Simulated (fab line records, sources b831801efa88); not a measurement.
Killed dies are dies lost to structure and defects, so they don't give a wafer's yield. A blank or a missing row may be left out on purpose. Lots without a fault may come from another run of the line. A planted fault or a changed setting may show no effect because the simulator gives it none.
fab line records | flow sky130
record lots=11 wafers=33 last_day=50
route steps=708 shown CONTACT@407 PAD_OPEN@708
lots that met no fault: from a run of the same line without faults
start_h: hours from the record's first day to the start of the lot's first wafer shown | wait_h: hours since the lot's step before | " the same as in the row above | L1.1+2: a row that stands for several wafers | - no value, or no start given | * or withheld: withheld | < > ~ a bound
route shown NAME@n: a module of which the file shows steps, and the number in the route of the first | usual: mean/standard deviation of fault-free wafers | same: alike in all rows | chamber/n: place in a boat | sites: the reading at each site | _std_site: their standard deviation | _edge_site: outer sites' mean less inner sites' | radius_mm: how far each site lies from the wafer's centre | mask NAME#n: copy n | behind: the tool/chamber that last shaped the wafer | hold: why the lot was held/for how many hours/how that ended | device: the transistor (n, p or np) that didn't switch | end of line: the same wafers' tests at the end of the route | a step without rows: its recipe alone | killed: dies lost to structure and defects at the first sort, not the wafer's yield | map: a wafer's dies, x killed, . not, _ none there
set.NAME: the setting as run; set.NAME@STEP: as run at that earlier step | model.NAME: the simulator's own value behind a step, which no gauge read
steps of the route over a sample of lots; a table a step, a row a wafer
services: from which hour (start_h, from the record's first day; less than 0 if before it) a tool's chamber was out of use, for how many hours, and why
## steps
# step SKY_CONTACT_THK_MEAS_01
# recipe reads=Si3N4_of_CONTACT_CVD_00
# usual CONTACT_CVD_00_THK=75.0/1
# columns lot.wafer tool chamber start_h wait_h CONTACT_CVD_00_THK[nm]
L729.1 film_metro-04 - 708.90 - 75.8
L729.3 " - " " 74.9
L729.5 " - " " 76.7
L731.2 film_metro-02 - 720.97 - 74.8
L731.3 " - " " 75.7
L731.4 " - " " 75.7
L733.1 film_metro-04 - 736.34 - 73.7
L733.3 " - " " 73.7
L733.5 " - " " 74.7
L734.3 film_metro-02 - 742.91 - 73.3
L734.4 " - " " 75.4
L734.6 " - " " 75.4
L736.2 film_metro-02 - 780.04 - 74.1
L736.4 " - " " 74.8
L736.5 " - " " 75.1
L744.2 film_metro-04 - 827.38 - 74.4
L744.4 " - " " 74.9
L744.5 " - " " 75.8
L745.1 film_metro-04 - 827.67 - 72.6
L745.2 " - " " 73.7
L745.5 " - " " 73.7
L746.4 film_metro-04 - 832.36 - 73.5
L746.5 " - " " 74.3
L746.6 " - " " 74.0
L748.2 film_metro-04 - 846.45 - 74.9
L748.5 " - " " 75.1
L748.6 " - " " 74.3
L749.2 film_metro-02 - 860.79 - 74.8
L749.3 " - " " 74.8
L749.4 " - " " 76.1
L751.2 film_metro-01 - 872.01 - 75.0
L751.3 " - " " 75.3
L751.6 " - " " 77.4
# step SKY_CONTACT_THK_MEAS_03
# recipe reads=SiO2_of_CONTACT_HDPCVD_02
# usual CONTACT_HDPCVD_THK=563/4.8
# columns lot.wafer tool chamber start_h wait_h CONTACT_HDPCVD_THK[nm]
L729.1 film_metro-01 - 709.03 0.0 561
L729.3 " - " " 563
L729.5 " - " " 564
L731.2 film_metro-01 - 721.10 0.0 564
L731.3 " - " " 559
L731.4 " - " " 553
L733.1 film_metro-01 - 736.47 0.0 562
L733.3 " - " " 564
L733.5 " - " " 561
L734.3 film_metro-01 - 743.04 0.1 570
L734.4 " - " " 564
L734.6 " - " " 565
L736.2 film_metro-04 - 780.17 0.0 565
L736.4 " - " " 564
L736.5 " - " " 565
L744.2 film_metro-01 - 827.51 0.0 562
L744.4 " - " " 562
L744.5 " - " " 568
L745.1 film_metro-02 - 827.80 0.0 556
L745.2 " - " " 550
L745.5 " - " " 555
L746.4 film_metro-01 - 832.49 0.0 564
L746.5 " - " " 558
L746.6 " - " " 560
L748.2 film_metro-02 - 846.58 0.0 562
L748.5 " - " " 557
L748.6 " - " " 564
L749.2 film_metro-01 - 860.95 0.1 559
L749.3 " - " " 562
L749.4 " - " " 564
L751.2 film_metro-04 - 872.14 0.0 567
L751.3 " - " " 562
L751.6 " - " " 559
# step SKY_CONTACT_ETCH_16
# recipe chemistry=N2/H2 target=BARC ion_energy_ev=200 source_w=500 bias_w=100 pressure_mtorr=30 n2_flow_sccm=100 h2_flow_sccm=200 stop_on=SiO2 time_s=45.9 target_depth_a=600
# usual bias_w=100.03/0.27 chamber_pressure_mTorr=30.000/0.028 drypump_motor_current_A=5.6/0.38 n2_flow_sccm=100.01/0.3 oes_product_au=0.856/0.0048 throttle_valve_pct=13.226/0.0097
# columns lot.wafer tool chamber start_h wait_h bias_w chamber_pressure_mTorr drypump_motor_current_A n2_flow_sccm oes_product_au rf_hours_counter_h throttle_valve_pct
L729.1 rie_diel-01 2 736.95 0.0 99.87 30.004 5.9 100.14 0.859 13 13.229
L729.3 " 0 " " 99.81 29.976 5.7 99.71 0.857 12 13.245
L729.5 " 0 " " 100.17 30.032 5.7 100.17 0.858 - 13.223
L731.2 rie_diel-01 1 748.07 0.0 100.39 29.990 4.8 99.99 0.861 6 13.236
L731.3 " 3 " " 100.19 29.947 5.7 100.57 0.849 13 13.228
L731.4 " 2 " " 100.14 29.980 5.9 99.65 0.861 13 13.233
L733.1 rie_diel-03 3 763.90 0.0 - - - - - - -
L733.3 " 0 " " - - - - - - -
L733.5 " 0 " " - - - - - - -
L734.3 rie_diel-01 0 771.17 0.0 - - - - - - -
L734.4 " 3 " " - - - - - - -
L734.6 " 3 " " - - - - - - -
L736.2 rie_diel-03 2 807.50 0.0 99.84 30.047 6.1 99.58 0.847 1 13.218
L736.4 " 1 " " 99.91 30.037 5.6 99.65 0.856 25 13.230
L736.5 " 2 " " 99.70 30.002 6.1 99.82 0.850 - 13.243
L744.2 rie_diel-01 0 854.17 0.0 100.30 29.982 5.7 100.24 0.857 16 13.227
L744.4 " 3 " " 100.20 30.036 5.6 100.13 0.861 16 13.228
L744.5 " 2 " " 100.25 29.959 5.9 100.00 0.858 - 13.227
L745.1 rie_diel-02 1 854.90 0.0 99.88 30.021 5.7 99.79 0.861 17 13.233
L745.2 " 0 " " 100.26 29.991 6.1 100.24 0.858 25 13.240
L745.5 " 0 " " 99.91 29.993 6.1 100.49 0.856 - 13.231
L746.4 rie_diel-02 0 859.08 0.0 100.11 30.019 6.0 100.33 0.857 - 13.209
L746.5 " 1 " " 99.06 30.001 5.7 99.80 0.853 - 13.212
L746.6 " 2 " " 100.24 29.954 5.8 99.97 0.857 - 13.218
L748.2 rie_diel-03 2 872.37 0.0 99.98 30.037 6.1 99.63 0.854 4 13.233
L748.5 " 2 " " 99.97 29.957 6.0 99.46 0.847 - 13.221
L748.6 " 3 " " 100.04 29.962 5.4 100.01 0.855 - 13.213
L749.2 rie_diel-01 2 887.35 0.0 100.48 30.005 5.9 100.46 0.849 17 13.220
L749.3 " 3 " " 100.36 30.058 5.6 99.67 0.865 17 13.232
L749.4 " 1 " " 100.16 30.000 4.9 100.31 0.851 10 13.237
L751.2 rie_diel-03 1 898.30 0.0 100.18 29.998 5.6 100.42 0.864 0 13.230
L751.3 " 3 " " 100.53 29.989 5.4 100.39 0.856 17 13.234
L751.6 " 1 " " 100.37 29.982 5.6 99.83 0.852 - 13.214
# step SKY_CONTACT_ETCH_17
# recipe target=SiO2 chemistry=C4F8/O2/Ar stop_on=Si3N4 mask_material=KrF-thick source_w=1500 bias_w=1200 pressure_mtorr=40 c4f8_flow_sccm=withheld O2_flow_sccm=6 Ar_flow_sccm=300 time_s=withheld target_depth_a=3400
# usual bias_w=1200/3.5 chamber_pressure_mTorr=39.99/0.037 oes_product_au=0.891/0.0049
# columns lot.wafer tool chamber start_h wait_h bias_w chamber_pressure_mTorr oes_product_au
L729.1 rie_diel-01 2 736.99 0.0 1200 39.97 0.884
L729.3 " 0 " " 1193 39.96 0.891
L729.5 " 0 " " 1199 39.96 0.890
L731.2 rie_diel-01 1 748.11 0.0 1198 39.95 0.886
L731.3 " 3 " " 1206 40.01 0.899
L731.4 " 2 " " 1202 39.97 0.895
L733.1 rie_diel-03 3 763.95 0.0 1199 39.95 0.371
L733.3 " 0 " " 1201 39.91 0.373
L733.5 " 0 " " 1199 40.04 0.372
L734.3 rie_diel-01 0 771.21 0.0 1202 40.01 0.376
L734.4 " 3 " " 1203 39.97 0.374
L734.6 " 3 " " 1201 39.92 0.378
L736.2 rie_diel-03 2 807.55 0.0 1199 39.97 0.885
L736.4 " 1 " " 1200 40.00 0.880
L736.5 " 2 " " 1198 39.99 0.887
L744.2 rie_diel-01 0 854.22 0.0 1199 39.97 0.897
L744.4 " 3 " " 1195 39.98 0.895
L744.5 " 2 " " 1201 39.97 0.892
L745.1 rie_diel-02 1 854.95 0.0 1194 39.93 0.893
L745.2 " 0 " " 1203 39.97 0.894
L745.5 " 0 " " 1201 40.01 0.898
L746.4 rie_diel-02 0 859.12 0.0 1200 39.96 0.897
L746.5 " 1 " " 1197 39.92 0.900
L746.6 " 2 " " 1200 39.95 0.887
L748.2 rie_diel-03 2 872.42 0.0 1203 40.05 0.887
L748.5 " 2 " " 1202 39.97 0.886
L748.6 " 3 " " 1201 40.01 0.891
L749.2 rie_diel-01 2 887.40 0.0 1203 40.02 0.893
L749.3 " 3 " " 1204 40.00 0.897
L749.4 " 1 " " 1196 39.99 0.888
L751.2 rie_diel-03 1 898.34 0.0 1198 40.00 0.891
L751.3 " 3 " " 1201 39.99 0.900
L751.6 " 1 " " 1198 39.96 0.888
# step SKY_CONTACT_ETCH_18
# recipe target=Si3N4 chemistry=CHF3/O2 stop_on=TiN source_w=600 bias_w=200 pressure_mtorr=40 chf3_flow_sccm=50 O2_flow_sccm=5 time_s=39 target_depth_a=750
# usual O2_flow_sccm=5.001/0.016 bias_w=200.0/0.55 drypump_motor_current_A=5.6/0.38 oes_product_au=0.854/0.008 throttle_valve_pct=8.792/0.01
# columns lot.wafer tool chamber start_h wait_h O2_flow_sccm bias_w drypump_motor_current_A oes_product_au rf_hours_counter_h throttle_valve_pct
L729.1 rie_diel-01 2 - - 5.000 200.2 5.9 0.856 13 8.783
L729.3 " 0 " " 5.023 199.6 5.6 0.852 12 8.783
L729.5 " 0 " " 5.022 199.8 5.7 0.860 - 8.815
L731.2 rie_diel-01 1 - - 5.017 200.0 4.8 0.861 6 8.799
L731.3 " 3 " " 5.007 199.1 5.6 0.860 13 8.817
L731.4 " 2 " " 4.979 200.4 5.8 0.860 13 8.781
L733.1 rie_diel-03 3 - - 4.994 200.9 5.4 0.370 12 8.664
L733.3 " 0 " " 5.012 201.0 5.1 0.379 32 8.657
L733.5 " 0 " " 5.003 200.0 5.1 0.379 - 8.680
L734.3 rie_diel-01 0 - - 4.993 200.8 5.7 0.374 13 8.673
L734.4 " 3 " " 4.969 199.7 5.6 0.379 13 8.670
L734.6 " 3 " " 4.977 200.0 5.6 0.363 - 8.682
L736.2 rie_diel-03 2 - - 4.991 199.4 6.1 0.847 1 8.794
L736.4 " 1 " " 5.042 200.2 5.6 0.856 25 8.795
L736.5 " 2 " " 4.996 200.0 6.0 0.857 - 8.783
L744.2 rie_diel-01 0 - - 5.003 200.2 5.7 0.843 16 8.807
L744.4 " 3 " " 5.020 200.9 5.6 0.867 16 8.795
L744.5 " 2 " " 5.012 200.1 5.9 0.861 - 8.799
L745.1 rie_diel-02 1 - - 4.992 200.0 5.7 0.837 17 8.779
L745.2 " 0 " " 4.996 199.9 6.0 0.851 25 8.813
L745.5 " 0 " " 5.011 199.6 6.1 0.843 - 8.783
L746.4 rie_diel-02 0 - - 4.982 200.0 6.0 0.842 - 8.800
L746.5 " 1 " " 4.995 200.9 5.7 0.852 - 8.811
L746.6 " 2 " " 5.010 200.9 5.7 0.839 - 8.781
L748.2 rie_diel-03 2 - - 4.971 199.1 6.0 0.847 4 8.797
L748.5 " 2 " " 4.979 200.3 6.1 0.854 - 8.813
L748.6 " 3 " " 4.979 200.1 5.4 0.845 - 8.806
L749.2 rie_diel-01 2 - - 5.001 200.6 5.9 0.847 17 8.794
L749.3 " 3 " " 5.005 200.1 5.6 0.856 17 8.793
L749.4 " 1 " " 5.008 199.8 4.9 0.864 10 8.800
L751.2 rie_diel-03 1 - - 5.000 200.3 5.6 0.849 0 8.797
L751.3 " 3 " " 5.007 199.3 5.4 0.858 17 8.787
L751.6 " 1 " " 4.989 199.9 5.6 0.876 - 8.792
# step SKY_PAD_OPEN_PROBE_99
# usual killed_at_M0_to_M3=44/7.1 killed_at_M4_up=3.1/1.9 killed_at_contacts=25/5.8 killed_at_front_end=16/4.5 killed_at_other=0.3/0.52 killed_dies=88/9.1 killed_on_rim=17/4 killed_open=48/6.8 killed_short=39/5.8
# same gross_dies=492 killed_at_back_side=0
# columns lot.wafer tool chamber start_h wait_h killed_at_M0_to_M3 killed_at_M4_up killed_at_contacts killed_at_front_end killed_at_other killed_dies killed_on_rim killed_open killed_short
L729.1 prober-01 - 1077.41 0.1 39 5 20 15 0 79 8 40 37
L729.3 prober-01 - 1077.51 0.2 47 0 17 14 0 78 24 43 35
L729.5 prober-01 - 1077.61 0.2 39 2 17 17 0 75 12 43 31
L731.2 prober-01 - 1089.96 0.1 40 2 27 16 0 85 11 52 33
L731.3 prober-01 - 1090.01 0.2 56 3 23 14 0 96 22 59 37
L731.4 prober-01 - 1090.06 0.2 40 2 24 15 0 81 15 33 47
L733.1 prober-01 - 1101.21 0.1 41 1 433 17 0 492 96 59 30
L733.3 prober-01 - 1101.31 0.2 40 2 431 19 0 492 96 36 32
L733.5 prober-01 - 1101.41 0.2 34 5 428 24 1 492 96 55 34
L734.3 prober-02 - 1104.96 0.2 54 3 418 17 0 492 96 59 41
L734.4 prober-02 - 1105.01 0.2 42 2 429 19 0 492 96 46 39
L734.6 prober-02 - 1105.11 0.2 39 2 430 21 0 492 96 48 46
L736.2 prober-02 - 1135.57 0.1 38 6 24 19 1 88 18 51 36
L736.4 prober-02 - 1135.67 0.2 50 4 37 17 1 109 22 66 42
L736.5 prober-02 - 1135.72 0.2 48 5 28 11 1 93 20 48 44
L744.2 prober-02 - 1165.40 0.1 39 5 26 12 0 82 15 49 33
L744.4 prober-02 - 1165.50 0.2 35 2 28 18 1 84 10 43 40
L744.5 prober-02 - 1165.55 0.2 41 5 26 22 0 94 17 52 39
L745.1 prober-01 - 1168.23 0.1 38 2 26 22 0 88 15 49 39
L745.2 prober-01 - 1168.28 0.1 42 1 31 11 1 86 16 52 33
L745.5 prober-01 - 1168.43 0.2 43 5 18 12 1 79 15 35 43
L746.4 prober-02 - 1171.46 0.2 54 1 17 17 0 89 15 48 41
L746.5 prober-02 - 1171.51 0.2 46 4 12 23 0 85 18 45 40
L746.6 prober-02 - 1171.56 0.2 34 4 21 14 0 73 10 37 36
L748.2 prober-02 - 1178.21 0.1 38 4 30 9 0 81 14 47 34
L748.5 prober-02 - 1178.36 0.2 34 4 16 15 0 69 10 36 33
L748.6 prober-02 - 1178.41 0.2 47 3 28 13 0 91 16 47 44
L749.2 prober-01 - 1188.01 0.1 36 1 26 16 0 79 20 43 36
L749.3 prober-01 - 1188.06 0.2 45 2 25 23 0 95 17 51 44
L749.4 prober-01 - 1188.11 0.2 48 3 27 19 0 97 20 48 49
L751.2 prober-01 - 1196.07 0.1 45 1 27 14 0 87 16 54 33
L751.3 prober-01 - 1196.12 0.2 48 3 21 18 0 90 18 41 49
L751.6 prober-01 - 1196.27 0.2 50 5 23 18 0 96 11 54 42
# killed by level:class
L729.1 LI_CONTACT:geometric_particle:open=7 VIA2:geometric_particle:open=7 METAL2:geometric_particle:short=7 FIELD_ISO:geometric_particle:short=6 CONTACT:geometric_particle:open=6 VIA3:geometric_particle:open=6 VIA1:geometric_particle:short=4 SPACER:geometric_particle:open=3
L729.3 CONTACT:geometric_particle:open=9 VIA1:geometric_particle:open=8 VIA2:geometric_particle:open=8 METAL1:geometric_particle:short=7 VIA3:geometric_particle:open=7 FIELD_ISO:geometric_particle:open=5 FIELD_ISO:geometric_particle:short=5 METAL2:geometric_particle:short=5
L729.5 FIELD_ISO:geometric_particle:open=8 METAL2:geometric_particle:short=8 VIA1:geometric_particle:open=7 CONTACT:geometric_particle:open=7 VIA3:geometric_particle:open=6 VIA2:geometric_particle:open=5 LI_CONTACT:geometric_particle:open=4 METAL1:geometric_particle:short=4
L731.2 CONTACT:geometric_particle:open=11 VIA1:geometric_particle:open=9 LI_CONTACT:geometric_particle:open=7 METAL3:geometric_particle:short=7 POLY_GATE:geometric_particle:open=6 VIA2:geometric_particle:open=5 METAL1:geometric_particle:short=5 VIA1:geometric_particle:short=5
L731.3 VIA2:geometric_particle:open=16 CONTACT:geometric_particle:open=11 VIA1:geometric_particle:open=9 METAL1:geometric_particle:short=8 LI_CONTACT:geometric_particle:open=7 POLY_GATE:geometric_particle:open=6 METAL3:geometric_particle:short=6 VIA2:geometric_particle:short=5
L731.4 CONTACT:geometric_particle:open=7 CONTACT:geometric_particle:short=7 VIA3:geometric_particle:open=6 LI_CONTACT:geometric_particle:open=5 VIA2:geometric_particle:short=5 METAL2:geometric_particle:open=5 POLY_GATE:geometric_particle:short=4 SPACER:geometric_particle:short=4
L733.1 CONTACT:area_etch=403 LI_CONTACT:geometric_particle:open=11 CONTACT:geometric_particle:open=9 VIA1:geometric_particle:open=9 VIA2:geometric_particle:open=8 VIA3:geometric_particle:open=7 FIELD_ISO:geometric_particle:open=6 LOCAL_INTERCONNECT:geometric_particle:short=5
L733.3 CONTACT:area_etch=424 VIA1:geometric_particle:open=9 FIELD_ISO:geometric_particle:short=7 VIA1:geometric_particle:short=7 VIA2:geometric_particle:open=7 FIELD_ISO:geometric_particle:open=6 VIA3:geometric_particle:open=5 POLY_GATE:geometric_particle:short=3
L733.5 CONTACT:area_etch=403 CONTACT:geometric_particle:open=10 POLY_GATE:geometric_particle:open=8 VIA3:geometric_particle:open=7 VIA1:geometric_particle:open=7 FIELD_ISO:geometric_particle:open=6 CONTACT:geometric_particle:short=6 METAL4:geometric_particle:short=5
L734.3 CONTACT:area_etch=392 VIA1:geometric_particle:open=22 VIA2:geometric_particle:open=9 LI_CONTACT:geometric_particle:open=6 CONTACT:geometric_particle:open=6 CONTACT:geometric_particle:short=6 VIA1:geometric_particle:short=5 FIELD_ISO:geometric_particle:short=4
L734.4 CONTACT:area_etch=405 CONTACT:geometric_particle:open=8 VIA1:geometric_particle:open=8 LI_CONTACT:geometric_particle:open=7 POLY_GATE:geometric_particle:open=6 VIA3:geometric_particle:open=5 LOCAL_INTERCONNECT:geometric_particle:short=5 VIA1:geometric_particle:short=5
L734.6 CONTACT:area_etch=397 VIA1:geometric_particle:open=11 LI_CONTACT:geometric_particle:open=9 CONTACT:geometric_particle:short=9 CONTACT:geometric_particle:open=8 LI_CONTACT:geometric_particle:short=6 POLY_GATE:geometric_particle:open=5 VIA1:geometric_particle:short=5
L736.2 LI_CONTACT:geometric_particle:open=8 CONTACT:geometric_particle:open=8 VIA1:geometric_particle:open=8 VIA3:geometric_particle:open=6 CONTACT:geometric_particle:short=5 METAL2:geometric_particle:open=5 FIELD_ISO:geometric_particle:short=4 FIELD_ISO:geometric_particle:open=4
L736.4 VIA1:geometric_particle:open=14 CONTACT:geometric_particle:open=12 LI_CONTACT:geometric_particle:open=10 VIA3:geometric_particle:open=9 METAL1:geometric_particle:short=7 POLY_GATE:geometric_particle:open=6 CONTACT:geometric_particle:short=5 METAL2:geometric_particle:short=5
L736.5 VIA1:geometric_particle:open=15 LOCAL_INTERCONNECT:geometric_particle:short=9 VIA3:geometric_particle:open=8 CONTACT:geometric_particle:open=7 METAL1:geometric_particle:short=6 FIELD_ISO:geometric_particle:short=4 CONTACT:geometric_particle:short=4 VIA1:geometric_particle:short=4
L744.2 VIA1:geometric_particle:open=13 LI_CONTACT:geometric_particle:open=9 CONTACT:geometric_particle:open=7 CONTACT:geometric_particle:short=5 VIA2:geometric_particle:open=5 VIA3:geometric_particle:open=5 METAL4:geometric_particle:short=4 POLY_GATE:geometric_particle:open=3
L744.4 VIA1:geometric_particle:open=8 LI_CONTACT:geometric_particle:open=7 VIA3:geometric_particle:open=7 CONTACT:geometric_particle:short=7 POLY_GATE:geometric_particle:open=6 FIELD_ISO:geometric_particle:short=5 CONTACT:geometric_particle:open=5 LI_CONTACT:geometric_particle:short=4
L744.5 VIA1:geometric_particle:open=10 CONTACT:geometric_particle:open=8 FIELD_ISO:geometric_particle:short=7 FIELD_ISO:geometric_particle:open=6 LI_CONTACT:geometric_particle:open=6 CONTACT:geometric_particle:short=6 VIA2:geometric_particle:open=6 VIA3:geometric_particle:open=6
L745.1 VIA1:geometric_particle:open=10 LOCAL_INTERCONNECT:geometric_particle:short=8 CONTACT:geometric_particle:open=8 FIELD_ISO:geometric_particle:short=7 LI_CONTACT:geometric_particle:open=7 VIA2:geometric_particle:open=6 VIA1:geometric_particle:short=5 POLY_GATE:geometric_particle:open=4
L745.2 VIA1:geometric_particle:open=11 CONTACT:geometric_particle:open=10 VIA2:geometric_particle:open=8 LI_CONTACT:geometric_particle:open=8 CONTACT:geometric_particle:short=5 VIA2:geometric_particle:short=5 METAL3:geometric_particle:short=5 LOCAL_INTERCONNECT:geometric_particle:short=4
L745.5 METAL1:geometric_particle:short=9 VIA1:geometric_particle:open=6 LOCAL_INTERCONNECT:geometric_particle:short=5 VIA3:geometric_particle:open=5 FIELD_ISO:geometric_particle:open=4 FIELD_ISO:geometric_particle:short=4 CONTACT:geometric_particle:short=4 VIA2:geometric_particle:open=4
L746.4 VIA1:geometric_particle:open=16 METAL2:geometric_particle:short=10 VIA3:geometric_particle:short=6 LI_CONTACT:geometric_particle:open=6 VIA1:geometric_particle:short=6 FIELD_ISO:geometric_particle:open=5 FIELD_ISO:geometric_particle:short=5 CONTACT:geometric_particle:open=4
L746.5 VIA1:geometric_particle:open=17 METAL2:geometric_particle:short=7 POLY_GATE:geometric_particle:short=6 VIA1:geometric_particle:short=6 SPACER:geometric_particle:open=4 VIA2:geometric_particle:open=4 VIA3:geometric_particle:open=4 FIELD_ISO:geometric_particle:open=3
L746.6 VIA1:geometric_particle:open=9 CONTACT:geometric_particle:open=7 POLY_GATE:geometric_particle:short=5 LI_CONTACT:geometric_particle:open=5 METAL1:geometric_particle:short=5 VIA1:geometric_particle:short=5 FIELD_ISO:geometric_particle:short=4 CONTACT:geometric_particle:short=4
L748.2 LI_CONTACT:geometric_particle:open=13 VIA1:geometric_particle:open=7 METAL2:geometric_particle:short=7 VIA2:geometric_particle:open=7 LI_CONTACT:geometric_particle:short=5 CONTACT:geometric_particle:open=5 METAL1:geometric_particle:short=5 LOCAL_INTERCONNECT:geometric_particle:short=4
L748.5 METAL1:geometric_particle:short=8 LI_CONTACT:geometric_particle:open=7 VIA2:geometric_particle:open=7 VIA1:geometric_particle:open=6 FIELD_ISO:geometric_particle:open=4 POLY_GATE:geometric_particle:short=4 LI_CONTACT:geometric_particle:short=4 VIA1:geometric_particle:short=4
L748.6 LI_CONTACT:geometric_particle:open=12 CONTACT:geometric_particle:open=8 VIA3:geometric_particle:open=8 VIA2:geometric_particle:open=7 VIA3:geometric_particle:short=5 METAL1:geometric_particle:short=5 VIA1:geometric_particle:short=5 METAL2:geometric_particle:short=5
L749.2 CONTACT:geometric_particle:open=11 POLY_GATE:geometric_particle:short=8 LI_CONTACT:geometric_particle:open=7 VIA1:geometric_particle:open=7 METAL2:geometric_particle:short=5 POLY_GATE:geometric_particle:open=4 VIA1:geometric_particle:short=4 VIA3:geometric_particle:open=4
L749.3 VIA1:geometric_particle:open=11 METAL2:geometric_particle:short=9 LI_CONTACT:geometric_particle:open=9 CONTACT:geometric_particle:open=9 POLY_GATE:geometric_particle:short=7 FIELD_ISO:geometric_particle:open=5 METAL1:geometric_particle:short=5 CONTACT:geometric_particle:short=4
L749.4 VIA1:geometric_particle:open=9 VIA2:geometric_particle:open=8 POLY_GATE:geometric_particle:short=7 LI_CONTACT:geometric_particle:open=7 CONTACT:geometric_particle:open=7 LI_CONTACT:geometric_particle:short=5 LOCAL_INTERCONNECT:geometric_particle:short=5 METAL2:geometric_particle:short=5
L751.2 VIA1:geometric_particle:open=13 CONTACT:geometric_particle:open=10 VIA3:geometric_particle:open=7 VIA2:geometric_particle:open=7 LOCAL_INTERCONNECT:geometric_particle:short=5 METAL2:geometric_particle:short=5 VIA2:geometric_particle:short=5 LI_CONTACT:geometric_particle:short=4
L751.3 VIA1:geometric_particle:open=11 FIELD_ISO:geometric_particle:short=8 VIA2:geometric_particle:open=8 CONTACT:geometric_particle:open=7 METAL1:geometric_particle:short=7 METAL2:geometric_particle:short=6 LOCAL_INTERCONNECT:geometric_particle:short=5 CONTACT:geometric_particle:short=4
L751.6 VIA1:geometric_particle:open=16 CONTACT:geometric_particle:open=8 LI_CONTACT:geometric_particle:open=7 METAL3:geometric_particle:short=7 FIELD_ISO:geometric_particle:open=6 FIELD_ISO:geometric_particle:short=5 METAL1:geometric_particle:short=5 VIA3:geometric_particle:open=5
## services
# columns tool chamber start_h hours kind
rie_diel-01 0 715.56 3.7 repair
rie_diel-01 0 719.49 8.3 repair
rie_diel-02 2 734.75 6.1 repair
rie_diel-03 2 757.71 - clean
rie_diel-03 2 757.71 18.3 scheduled_down
rie_diel-03 2 757.71 18.3 vent_cycle
rie_diel-03 1 785.65 4.7 repair
rie_diel-01 0 816.82 8.3 repair
rie_diel-03 0 827.45 - clean
rie_diel-03 0 827.45 18.4 scheduled_down
rie_diel-03 0 827.45 18.4 vent_cycle
rie_diel-02 3 854.74 - clean
rie_diel-02 3 854.74 25.3 scheduled_down
rie_diel-02 3 854.74 25.3 vent_cycle
rie_diel-03 1 863.55 5.5 repair
rie_diel-02 0 865.92 7.0 repair
rie_diel-03 1 869.10 - clean
rie_diel-03 1 869.10 24.0 scheduled_down
rie_diel-03 1 869.10 24.0 vent_cycle
rie_diel-02 0 880.01 - clean
rie_diel-02 0 880.01 16.7 scheduled_down
rie_diel-02 0 880.01 16.7 vent_cycle
rie_diel-01 1 888.62 16.4 repair
## key
first_sign step=SKY_CONTACT_ETCH_16 reading=tool_record direction=missing
effect step=SKY_CONTACT_ETCH_17 reading=oes_product_au direction=down sigmas=99+ usual=0.891 struck=0.374
effect step=SKY_CONTACT_ETCH_18 reading=oes_product_au direction=down sigmas=60 usual=0.854 struck=0.374
effect step=SKY_PAD_OPEN_PROBE_99 reading=killed_at_contacts direction=up sigmas=70 usual=25 struck=428
more_kills_born_at SKY_CONTACT_ETCH_16@rie_diel-03=1230 SKY_CONTACT_ETCH_16@rie_diel-01=1194
met_at SKY_CONTACT_ETCH_16
struck_lots L733,L734
later_rows_left_out L733.1,L733.3,L733.5,L734.3,L734.4,L734.6
tester_left_out L733,L734
not_acting_at SKY_CONTACT_THK_MEAS_01,SKY_CONTACT_THK_MEAS_03
onset_between 748.07 763.90
fault kind=skipped_step_whole tool=rie_diel-01,rie_diel-03 chamber=- onset_h=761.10 steps=SKY_CONTACT_ETCH_16 scope=struck_lots_only
# tester_left_out: of these lots the tester's yield and bins aren't shown, on N5 and GAA mostly nor the transistor test; their killed dies are dies lost to structure and defects alone, not to doping, threshold or leakage, so they don't give the yield
# later_rows_left_out: the simulator's readings of these wafers behind a module that went badly wrong aren't trusted and aren't shown, but for the sort
